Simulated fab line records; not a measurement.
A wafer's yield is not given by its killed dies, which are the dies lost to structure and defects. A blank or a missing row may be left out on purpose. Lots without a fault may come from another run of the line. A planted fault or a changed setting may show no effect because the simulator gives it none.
8D (eight disciplines) problem report, filled in by code | flow gf180mcu | the parts of the form that need people (team, actions taken, sign-off) are left out

== 1. PROBLEM STATEMENT ==
Mean MIM_ALCU_RS at GF_MIM_RS_MEAS_10: 0.1903 ohm/sq over 6 wafers in 2 lots; fault-free wafers: 0.1603 ohm/sq, standard deviation 0.0019. Measured from the usual mean, that is +16 standard deviations.
The step: measures by four-point-probe.
First observed at day 29 10:22: wafer L491.1, on filmMetro-01. Wafers with a number at this step in the record: 30, from 10 lots. Rule for "out" (also "out of limits"): further than 4 standard deviations from the usual mean. The rest of the wafers with a number are treated as sound.

== 2. WHAT IT IS, WHAT IT ISN'T ==
question                    | is                         | is not
which readings at this step | MIM_ALCU_RS                | -
which lots                  | L491, L493                 | L477, L480, L483, L484, L490, L492, L499, L500
which wafers of those lots  | all that have a number     | -
read on which gauges        | filmMetro-01, filmMetro-03 | filmMetro-02
when                        | from day 29 10:22          | up to then (15 sound wafers); but 9 sound wafers of L492, L499, L500 came after

== 3. SUSPECTS, AND WHAT RULES EACH OUT ==
Counting: a tool stays on the suspect list if, at a process step up to the reading, it processed all lots that are out and no sound lot following the first of them.
- ruled out: the gauge at GF_MIM_RS_MEAS_10. The wafers that are out were read on 2 gauges (filmMetro-01, filmMetro-03).
- pecvd-02 at GF_V3_CVD_02 (deposits SiO2 from TEOS, target thk 850 nm, time 94.851 s): ruled out as a lasting fault. Sound lots L500 ran on it after its first lot that is out, L491 (day 26 17:13).
- pvdSputter-04 at GF_MIM_SPUTTER_08 (material AlCu, target thk 200 nm, time 10.6 s): kept. It processed each lot that is out, first L491 at day 29 10:18, and no sound lot thereafter; up to then, the last sound lot it processed was L484 at day 27 02:55. Its own readings are out on those wafers: cathodeDcPowerW.
The count leaves pvdSputter-04 at GF_MIM_SPUTTER_08.

== 4. THE CAUSE (what the simulator had put in) ==
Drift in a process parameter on pvdSputter-04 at GF_MIM_SPUTTER_08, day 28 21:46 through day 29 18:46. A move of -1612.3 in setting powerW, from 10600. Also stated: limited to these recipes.
Only this tool survived the counting.

== 5. SEQUENCE OF EFFECTS, ordered by route ==
Each row: a reading where the mean over the struck wafers with a number is more than 3 standard deviations away from the usual. Only readings for which the record gives a usual standard deviation are gone through. hours: the time from each lot's start at the first step in this table that gives one to its start at this step, as a median over the lots. sigmas: the change in usual standard deviations.
hours | step                 | reading          | usual         | on struck wafers | change  | sigmas
0     | GF_MIM_SPUTTER_08    | cathodeDcPowerW  | 10600 W       | 8987             | -1613   | -99 or more
0     | GF_MIM_RS_MEAS_10    | MIM_ALCU_RS      | 0.1603 ohm/sq | 0.1903           | +0.0300 | +16
0     | GF_MIM_THK_MEAS_11   | MIM_ALCU_THK     | 200.4 nm      | 170.1            | -30.3   | -13
19    | GF_MIM_METAL_ETCH_19 | oesProductAu     | 0.942 a.u.    | 0.884            | -0.058  | -8.9
19    | GF_MIM_METAL_ETCH_19 | throttleValvePct | 28.284 %      | 28.353           | +0.069  | +7.5
Here are the process steps it includes:
- GF_MIM_SPUTTER_08: material AlCu, target thk 200 nm, time 10.6 s.
- GF_MIM_METAL_ETCH_19: etches the open film in Cl2/BCl3, stops on Si3N4, target depth 324.5 nm, time 54.1 s.

== 6. HOW IT WOULD HAVE BEEN CAUGHT EARLIER ==
Counted from the fault's start at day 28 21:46, it took 13 hours until the first out-of-limits reading at a measuring or inspecting step in this record, taken at day 29 10:22.
The tool's own readings at GF_MIM_SPUTTER_08 were out on every struck wafer that the step has a row for (cathodeDcPowerW): an alarm limit on them would have fired on the first of those.
L493, from the lots that are out (2), started GF_MIM_SPUTTER_08 on pvdSputter-04 later than day 29 10:22. A hold on the tool at that time would have spared it.
